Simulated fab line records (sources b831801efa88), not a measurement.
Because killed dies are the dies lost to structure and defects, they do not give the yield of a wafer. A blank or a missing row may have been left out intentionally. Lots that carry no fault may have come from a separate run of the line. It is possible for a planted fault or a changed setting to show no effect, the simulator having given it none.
Which of the tools did it?    flow sky130    Sampling: 13 lots, 39 wafers, 5 of 708 route steps

WHAT EACH GAUGE READ, for each wafer
SKY_FIELD_ISO_THK_MEAS_25. Usual: FIELD_ISO_CVD_24_THK typically reads 596 nm, with standard deviation 5.5.
lot   measured     on             FIELD_ISO_CVD_24_THK (nm)  flag
L147  day 2 09:18  film_metro-04  595 590 587                
L149  day 2 21:59  film_metro-04  594 590 591                
L150  day 2 21:59  film_metro-01  592 589 588                
L155  day 4 02:13  film_metro-01  601 600 602                
L156  day 4 07:26  film_metro-04  600 604 599                
L159  day 5 00:13  film_metro-01  603 596 593                
L160  day 5 04:19  film_metro-01  591 592 601                
L162  day 5 16:13  film_metro-02  597 594 592                
L164  day 6 02:35  film_metro-04  588 594 601                
L166  day 6 09:43  film_metro-02  602 602 591                
L168  day 6 22:07  film_metro-04  605 594 605                
L169  day 7 00:31  film_metro-04  595 591 597                
L170  day 7 09:04  film_metro-02  606 603 603                

SKY_NWELL_TW_MEAS_26. Usual: NWELL_2_TW typically reads 500.7, with standard deviation 2.8.
lot   measured      on             NWELL_2_TW         flag
L147  day 5 08:23   film_metro-04  501.0 505.7 501.2  
L149  day 5 23:43   film_metro-03  501.9 501.0 502.2  
L150  day 5 23:59   film_metro-02  499.9 497.8 501.9  
L155  day 7 09:10   film_metro-03  505.9 500.0 502.8  
L156  day 7 15:49   film_metro-04  385.6 385.9 387.1  OFF
L159  day 8 14:04   film_metro-04  388.1 386.8 386.8  OFF
L160  day 8 18:32   film_metro-03  499.1 500.8 497.9  
L162  day 9 05:08   film_metro-04  502.0 503.1 503.4  
L164  day 9 17:44   film_metro-04  504.6 508.0 503.9  
L166  day 10 02:57  film_metro-02  493.5 496.1 494.0  
L168  day 10 14:35  film_metro-03  503.7 503.5 503.5  
L169  day 10 19:44  film_metro-03  501.4 503.2 502.2  
L170  day 11 10:34  film_metro-02  498.8 501.4 498.9  

SKY_VT_ADJUST_LVTN_TW_MEAS_10. Usual: VT_ADJUST_LVTN_TW typically reads 243.0, with standard deviation 2.1.
lot   measured      on             VT_ADJUST_LVTN_TW  flag
L147  day 6 22:29   film_metro-03  243.0 244.9 245.6  
L149  day 7 15:22   film_metro-04  244.2 243.3 243.8  
L150  day 7 16:50   film_metro-03  244.8 245.6 245.2  
L155  day 9 03:17   film_metro-03  244.2 243.4 243.5  
L156  day 9 11:05   film_metro-04  245.2 245.0 246.4  
L159  day 10 10:47  film_metro-01  242.0 240.8 241.6  
L160  day 10 15:29  film_metro-03  243.5 244.8 244.2  
L162  day 11 02:14  film_metro-03  245.2 243.2 243.3  
L164  day 11 16:44  film_metro-01  239.8 239.7 241.2  
L166  day 12 02:38  film_metro-04  245.4 245.5 245.1  
L168  day 12 14:26  film_metro-04  246.6 245.2 245.2  
L169  day 12 20:44  film_metro-03  243.4 244.5 245.0  
L170  day 13 12:52  film_metro-03  241.2 242.4 241.8  

SKY_VT_ADJUST_LVTN_OVL_MEAS_18. Usual: VT_ADJUST_LVTN_01_OVL typically reads 0.3 nm, with standard deviation 1.2.
lot   measured      on          VT_ADJUST_LVTN_01_OVL (nm)  flag
L147  day 7 17:54   overlay-02  0.0 0.9 0.2                 
L149  day 8 11:59   overlay-01  -1.3 -0.4 -0.7              
L150  day 8 13:08   overlay-01  1.0 1.3 0.5                 
L155  day 10 00:59  overlay-01  1.4 0.8 1.0                 
L156  day 10 09:38  overlay-01  2.3 1.2 1.8                 
L159  day 11 09:35  overlay-01  -0.3 -0.6 0.2               
L160  day 11 14:18  overlay-01  -0.6 -0.6 1.3               
L162  day 12 01:59  overlay-02  2.2 0.9 1.5                 
L164  day 12 16:45  overlay-01  0.3 0.1 1.6                 
L166  day 13 03:22  overlay-01  -0.9 0.1 -0.2               
L168  day 13 16:15  overlay-02  -2.3 -1.1 -1.2              
L169  day 13 21:54  overlay-01  3.3 -0.1 0.6                
L170  day 14 14:56  overlay-01  -0.3 -1.9 -1.1              

WHAT TOOL EACH LOT RAN ON (gives the tool, then ch and the chambers of the sampled wafers, and finally the start)
lot   SKY_NWELL_IMPLANT_24
L147  implanter-01 ch 0, day 5 08:09
L149  implanter-01 ch 0, day 5 23:28
L150  implanter-04 ch 0, day 5 23:44
L155  implanter-03 ch 0, day 7 08:55
L156  implanter-01 ch 0, day 7 15:34
L159  implanter-01 ch 0, day 8 13:49
L160  implanter-03 ch 0, day 8 18:19
L162  implanter-03 ch 0, day 9 04:53
L164  implanter-04 ch 0, day 9 17:31
L166  implanter-03 ch 0, day 10 02:44
L168  implanter-04 ch 0, day 10 14:22
L169  implanter-03 ch 0, day 10 19:29
L170  implanter-03 ch 0, day 11 10:19
- SKY_NWELL_IMPLANT_24

WHAT THE TOOLS THEMSELVES READ (means of the sampled wafers that have a number; where no wafer has one, the mark that the record gives instead)
SKY_NWELL_IMPLANT_24. Usual: dose_ions_cm2 9.198e+12, standard deviation 9.6e+09; faraday_current_uA 51.8, standard deviation 1.1.
lot   tool          dose_ions_cm2  faraday_current_uA  flag
L147  implanter-01  9.196e+12      50.7                
L149  implanter-01  9.199e+12      52.7                
L150  implanter-04  9.198e+12      52.5                
L155  implanter-03  9.197e+12      51.1                
L156  implanter-01  3.970e+12      22.3                OFF
L159  implanter-01  3.969e+12      22.3                OFF
L160  implanter-03  9.204e+12      52.0                
L162  implanter-03  9.180e+12      52.4                
L164  implanter-04  9.191e+12      52.0                
L166  implanter-03  9.193e+12      53.0                
L168  implanter-04  9.198e+12      51.7                
L169  implanter-03  9.197e+12      52.8                
L170  implanter-03  9.210e+12      51.0                

THE ANSWER, worked out from the rows above alone
Rule: lot off if the mean of its wafers having a number is beyond 3 standard deviations from the usual mean. Also off: a lot with no number at a reading for which 4 or more lots have one. Where the step has rows for the other lots, those lots are counted as sound. After the gauges, taken in route order, come the tools' own readings; for these a lot's mean is taken, as printed above. The first step at which some lot is off is used, and at that step the reading that is off furthest; a lot without a number counts as furthest.
Off: at SKY_NWELL_TW_MEAS_26 (NWELL_2_TW), L156, L159.
A tool fits if, at a process step before that reading, it ran every lot that is off, and no sound lot after the first of them. Not tried: the gauges at SKY_NWELL_TW_MEAS_26; whatever is off there is also off at SKY_NWELL_IMPLANT_24, on other tools, and gauge error can't account for it. One fits: implanter-01 at SKY_NWELL_IMPLANT_24. Its last sound lot is L149 (day 5 23:28), its first lot that is off L156 (day 7 15:34): a fault that began between those two fits.
The tool's own readings at SKY_NWELL_IMPLANT_24 bear it out: on the lots that are off they differ by more than 5 times the standard deviation of the sound lots' means. dose_ions_cm2 reads 3.970e+12 there against 9.197e+12 on the sound lots; faraday_current_uA reads 22.3 there against 52.0 on the sound lots.

WHAT HAD BEEN PUT IN BY THE SIMULATOR
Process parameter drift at SKY_NWELL_IMPLANT_24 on implanter-01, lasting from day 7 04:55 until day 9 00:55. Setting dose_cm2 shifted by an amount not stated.
Lots struck among those shown: L156, L159. The rule above found the same.
